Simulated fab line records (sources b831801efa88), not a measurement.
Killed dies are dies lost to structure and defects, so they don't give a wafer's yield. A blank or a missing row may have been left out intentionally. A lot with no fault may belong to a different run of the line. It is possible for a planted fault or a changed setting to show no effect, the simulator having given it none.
One fault seen from 2 desks	flow sky130	each desk holds nothing but its own numbers, with what lay behind them at the end

## AT THE TOOL OWNER'S DESK: cvd-w-02
The tool's own readings at SKY_LI_CONTACT_CVD_21 (deposits W, target thk 400 nm, time 120.56 s): means of the sampled wafers that have a number, for each lot that ran on this tool. A lot is out of limits, marked OUT, if its mean lies more than 4 standard deviations from the usual mean; the brackets give that distance.
Columns: A = chamber-pressure-Torr at SKY_LI_CONTACT_CVD_21, usual 40.01 Torr; B = heater-power-w at SKY_LI_CONTACT_CVD_21, usual 875 W
lot	first seen here	A	B
L936	day 31 22:02	39.95	848
L938	day 32 14:56	40.02	905
L945	day 35 10:37	40.03	841
L946	day 35 12:10	39.98	980
L947	day 35 17:27	40.02	846
L949	day 36 03:43	40.05	975
L951	day 36 12:05	40.08	929
This desk's verdict: no lot among the 7 shows anything out of limits.

## THE METROLOGY DESK
What the gauges read for every lot (on any tool): the sampled wafers with a number, averaged. A lot is out of limits, marked OUT, if its mean lies more than 4 standard deviations from the usual mean; the brackets give that distance.
Columns: A = RES_XHIGH_TW at SKY_RES_XHIGH_TW_MEAS_09, usual 1637; B = cd-nm at SKY_SD_N_CD_MEAS_07, usual 380.0 nm; C = LI_CONTACT_W_RS at SKY_LI_CONTACT_RS_MEAS_22, usual 0.285 ohm/sq; D = LI_CONTACT_W_THK at SKY_LI_CONTACT_THK_MEAS_23, usual 386 nm
lot	first seen here	A	B	C	D
L928	day 26 11:12	1627	378.2	0.290	376
L936	day 29 13:03	1646	380.0	0.242 (-12) OUT	444 (+9.8) OUT
L938	day 30 05:34	1630	377.2	0.242 (-12) OUT	454 (+11) OUT
L944	day 32 13:52	1647	378.1	0.286	386
L945	day 33 03:57	1645	383.4	0.288	384
L946	day 33 06:12	1637	379.8	0.280	395
L947	day 33 10:17	1625	374.8	0.284	390
L948	day 33 13:43	1640	380.0	0.289	381
L949	day 33 20:29	1626	381.6	0.281	394
L951	day 34 04:26	1622	381.9	0.284	394
L950	day 34 07:30	1640	379.9	0.285	389
This desk finds L936, L938 out of limits, with the earliest case on L936 at day 31 22:10 (LI_CONTACT_W_RS at SKY_LI_CONTACT_RS_MEAS_22). L928, L944, L945, L946, L947, L948, L949, L951, L950 stayed within limits.

## ALL TOGETHER
Metrology desk: alarm possible at day 31 22:10 on L936, L938.
The tool owner's desk saw nothing out of limits.
Tool owner's desk: L936, L938 on record, inside its limits.
SKY_LI_CONTACT_CVD_21 was run on cvd-w-02 by each of the lots named.

## WHAT THE SIMULATOR HAD PUT IN
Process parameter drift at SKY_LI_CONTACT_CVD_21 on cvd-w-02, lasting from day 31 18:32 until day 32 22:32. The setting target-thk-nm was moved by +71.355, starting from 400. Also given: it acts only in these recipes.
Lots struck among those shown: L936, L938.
Delay in hours, fault start to first out-of-limits reading, per desk: metrology desk 4.
